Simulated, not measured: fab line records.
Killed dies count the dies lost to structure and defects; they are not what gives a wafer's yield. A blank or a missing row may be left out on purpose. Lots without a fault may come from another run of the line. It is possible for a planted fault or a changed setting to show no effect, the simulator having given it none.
A lot that was struck, set against a sound lot / flow sky130 / 15 steps out of a route of 708
Sound: the wafers L195.2, L195.4, L195.5. Wafers L202.1, L202.2, L202.4 were the ones struck. The cause comes at the end.
For every step that has rows: the tool of each side, followed by ch and its chambers, followed by its first start. Under that, the readings that differ: sound wafers / struck wafers / difference of the means / sigmas: that difference in standard deviations of wafers without a fault.
alike: readings whose means differ by less than 2 such deviations, and words and numbers that are the same on both sides. not compared: withheld readings, readings that some wafer has no value for, bounds like >300 that may hide the same value, and numbers for which the record gives no deviation and whose values overlap.
The two part at a step that has a row with sigmas, a row that says differs or no value, or rows on one side only. Numbers that don't overlap but have no deviation are shown without sigmas and don't part them. Lack of a reading on every wafer of one side parts them only where that side has two or more wafers.

first, 5 steps without rows for these wafers: SKY_VT_ADJUST_LVTN_COAT_13 (resist thk 1140 nm); SKY_VT_ADJUST_LVTN_SOFTBAKE_14 (time 60 s); SKY_VT_ADJUST_LVTN_EXPOSE_15 (exposes mask HVN STD DERIVED, target cd 600 nm); SKY_VT_ADJUST_LVTN_PEB_16; SKY_VT_ADJUST_LVTN_DEVELOP_17 (develop time 60 s).
SKY_VT_ADJUST_LVTN_OVL_MEAS_18:
  struck on overlay-01, day 11 10:10; sound on overlay-02, day 9 07:06
reading=VT_ADJUST_LVTN_01_OVL (nm); sound=0.1 0.7 -1.7; struck=4.9 4.7 3.9; difference=+4.8; sigmas=+3
next, for these wafers, 1 step has no rows: SKY_VT_ADJUST_LVTN_IMPLANT_19.
SKY_VT_ADJUST_LVTN_STRIP_20: strips in O2/N2.
  sound on plasma asher-03 ch 0,1, day 9 07:17; struck on plasma asher-02 ch 0,1, day 11 10:21
  alike: drypump motor current A, o2 flow sccm, oes product au, strip time to endpoint s
  not compared: rf hours counter h
SKY_VT_ADJUST_LVTN_TW_MEAS_21:
  struck on film metro-04, day 11 10:27; sound on film metro-01, day 9 07:23
  alike: VT_ADJUST_LVTN_2_TW
then, 3 steps without rows for these wafers: SKY_VT_ADJUST_NCORE_DEHYDRATE_00 (time 60 s); SKY_VT_ADJUST_NCORE_HMDS_01 (prime time 60 s); SKY_VT_ADJUST_NCORE_COAT_02 (resist thk 1140 nm).
SKY_VT_ADJUST_NCORE_SOFTBAKE_03: time 60 s.
  sound on litho track-04 ch 0, day 9 17:40; struck on litho track-01 ch 0, day 11 22:13
reading=heater power total W (W); sound=56.61 56.58 56.69; struck=57.25 57.22 57.23; difference=+0.61; sigmas=+13
reading=plate temp C (C); sound=89.90 89.86 89.99; struck=90.81 90.76 90.85; difference=+0.89; sigmas=+7
reading=resist line temp C (C); sound=23.09 22.90 22.83; struck=23.24 23.22 23.02; difference=+0.22; sigmas=+2
  alike: chill plate temp C
then, 1 step without rows for these wafers: SKY_VT_ADJUST_NCORE_EXPOSE_04 (exposes mask LVTN COMPLEMENT THIN, target cd 380 nm).
-- a jump in the record: the struck wafers' starts before and after are 37 days apart (it breaks off in module VT_ADJUST_NCORE and resumes in module PAD_OPEN, where the first step shown is number 708 of the route) --
SKY_PAD_OPEN_PROBE_99:
  struck on prober-01, day 49 00:13; sound on prober-02, day 47 00:32
  alike: killed_at_M0_to_M3, killed_at_M4_up, killed at contacts, killed at front end, killed at other, killed dies, killed open, killed short

## WHERE THEY PART
At SKY_VT_ADJUST_LVTN_OVL_MEAS_18 first; at SKY_VT_ADJUST_NCORE_SOFTBAKE_03 last (within this record only). Later steps at which nothing parts them and some readings are alike: SKY_PAD_OPEN_PROBE_99.

WHY: what the simulator had put in
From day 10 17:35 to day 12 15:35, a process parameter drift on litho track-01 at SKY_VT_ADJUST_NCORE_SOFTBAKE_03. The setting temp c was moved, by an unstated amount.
